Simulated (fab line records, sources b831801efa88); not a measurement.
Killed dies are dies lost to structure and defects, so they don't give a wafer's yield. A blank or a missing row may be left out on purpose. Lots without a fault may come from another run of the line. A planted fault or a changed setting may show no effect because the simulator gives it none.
Chamber matching | flow gf180mcu | GF_V5_CMP_26 on cmp-01: 4 sister chambers
The step polishes, stops on SiO2, t overpolish 15 s, target thk 0 nm. 16 wafers are shown with their chamber, then 8 later ones without.

WAFERS WITH THEIR CHAMBER
wafer  | chamber | motor_current_A (A) | time_to_endpoint_s (s) | overpolish_run_s (s)
L260.1 | 3       | 11.4                | 87                     | 15.003
L260.3 | 2       | 10.8                | 86                     | 15.005
L260.4 | 0       | 10.7                | 87                     | 14.996
L266.1 | 1       | 11.2                | 88                     | 15.007
L266.3 | 0       | 11.3                | 92                     | 14.994
L266.4 | 3       | 10.9                | 88                     | 15.005
L268.2 | 1       | 11.7                | 87                     | 14.995
L268.4 | 2       | 10.6                | 84                     | 14.987
L268.6 | 1       | 11.7                | 84                     | 14.994
L273.2 | 3       | 10.5                | 85                     | 15.008
L273.3 | 1       | 11.4                | 87                     | 15.002
L273.4 | 0       | 11.5                | 85                     | 15.006
L278.1 | 2       | 10.9                | 81                     | 15.002
L278.4 | 3       | 10.9                | 85                     | 15.000
L278.6 | 2       | 10.5                | 83                     | 15.002
L279.1 | 3       | 10.9                | 82                     | 14.996

SIGNATURES (means of the wafers above)
reading            | chamber 0 | chamber 1 | chamber 2 | chamber 3 | scatter within a chamber
motor_current_A    | 11.167    | 11.500    | 10.700    | 10.920    | 0.294
time_to_endpoint_s | 88.00     | 86.50     | 83.50     | 85.40     | 2.4
overpolish_run_s   | 14.99867  | 14.99950  | 14.99900  | 15.00240  | 0.00632
Rule: a wafer's distance from a chamber is the root of the sum, over the readings, of the square of ((its reading less the chamber's mean) divided by the reading's scatter). The wafer belongs to the nearest chamber; if the next one is less than 2 further off, it can't be placed. The scatter: the root of (the sum of the squares of (reading less its chamber's mean) over the shown wafers, divided by (wafers less chambers)).

WAFERS WITHOUT THEIR CHAMBER
wafer  | motor_current_A (A) | time_to_endpoint_s (s) | overpolish_run_s (s)
L279.2 | 11.2                | 87                     | 15.001
L279.3 | 10.2                | 83                     | 14.996
L280.1 | 10.0                | 87                     | 14.995
L280.3 | 11.5                | 84                     | 14.998
L280.5 | 11.2                | 89                     | 14.996
L281.4 | 11.0                | 85                     | 15.008
L281.5 | 10.4                | 85                     | 14.993
L281.6 | 11.4                | 82                     | 15.006

WHICH CHAMBER EACH WENT THROUGH
wafer  | from the rows above               | in truth
L279.2 | can't be placed: 0 or 1 or 3 or 2 | 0
L279.3 | can't be placed: 2 or 3           | 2
L280.1 | can't be placed: 2 or 3 or 0      | 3
L280.3 | can't be placed: 1 or 0 or 3 or 2 | 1
L280.5 | can't be placed: 0 or 1 or 3      | 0
L281.4 | can't be placed: 3 or 2 or 0 or 1 | 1
L281.5 | can't be placed: 2 or 3 or 0      | 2
L281.6 | can't be placed: 1 or 3 or 2 or 0 | 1
Placed correctly: 0 of 8. Can't be placed from these rows: 8 (the true chamber is among the candidates in 8). Placed wrongly: 0.
